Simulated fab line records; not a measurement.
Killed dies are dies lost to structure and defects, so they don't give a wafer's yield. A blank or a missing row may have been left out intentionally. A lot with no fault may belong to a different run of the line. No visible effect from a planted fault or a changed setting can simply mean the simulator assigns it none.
Problem report in the 8D (eight disciplines) form, filled by code / flow sky130 / the parts of the form that need people (team, actions taken, sign-off) are left out

1. WHAT IS WRONG
Mean of cathode-dc-power-W at SKY_METAL4_SPUTTER_00: 2323.2 W across 6 wafers in 2 lots; on wafers with no fault it is 3000.0 W (standard deviation 0.58). So: -99 or more standard deviations from the usual mean.
The step: material Ti, target thk 15 nm, time 10 s.
The first sign was on wafer L762.3 at day 42 19:06, on pvd-sputter-02. Wafers with a number at this step in the record: 18, from 6 lots. By rule, "out" or "out of limits" means more than 4 standard deviations away from the usual mean. All remaining wafers that have a number are taken as sound.

2. WHAT IT IS, WHAT IT ISN'T
question=which readings at this step | is=cathode-dc-power-W | is not=throttle-valve-pct
question=which lots | is=L762, L763 | is not=L753, L754, L770, L775
question=which wafers of those lots | is=all that have a number | is not=-
question=read on which tools | is=pvd-sputter-02 | is not=pvd-sputter-01, pvd-sputter-04
question=when | is=from day 42 19:06 | is not=up to then (6 sound wafers); but 6 sound wafers of L770, L775 came after

3. WHAT RULES OUT EACH SUSPECT
Counting: any tool at a process step up to the reading is kept as a suspect provided that every lot that is out went through it and no sound lot did after the first of them.
- cvd-w-02 at SKY_VIA3_CVD_21 (deposits W, target thk 390 nm, time 117.31 s): ruled out as a lasting fault. Following L762 (day 42 18:32), the first lot on it that is out, the sound lots L770 were run on it.
- pvd-sputter-02 at SKY_METAL4_SPUTTER_00 (material Ti, target thk 15 nm, time 10 s): kept. Every lot that is out went through it, starting with L762 (day 42 19:06), and after that it ran no sound lot; the last sound lot it ran before then is L753 (day 40 14:42). Its own readings are out on those wafers: cathode-dc-power-W.
Remaining after the count: pvd-sputter-02 at SKY_METAL4_SPUTTER_00.

4. THE CAUSE (what the simulator had put in)
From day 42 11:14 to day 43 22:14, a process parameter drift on pvd-sputter-02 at SKY_METAL4_SPUTTER_00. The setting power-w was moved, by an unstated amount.
This tool alone remained once counting was done.

5. THE EFFECT CHAIN, in route order
Rows list readings where the struck wafers' mean (over those with a number) sits beyond 3 standard deviations from the usual. Readings are gone through only where the record gives a usual standard deviation; hours: the median, over the lots, of the time from a lot's start at the first step in this table giving one to that lot's start at this step; sigmas: the change measured in usual standard deviations.
hours=0; step=SKY_METAL4_SPUTTER_00; reading=cathode-dc-power-W; usual=3000.0 W; on struck wafers=2323.2; change=-676.8; sigmas=-99 or more
Its process steps:
- SKY_METAL4_SPUTTER_00: material Ti, target thk 15 nm, time 10 s.

6. WHAT WOULD HAVE CAUGHT IT SOONER
The fault began at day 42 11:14; the first out-of-limits reading in this record came at day 42 19:06, 8 hours later.
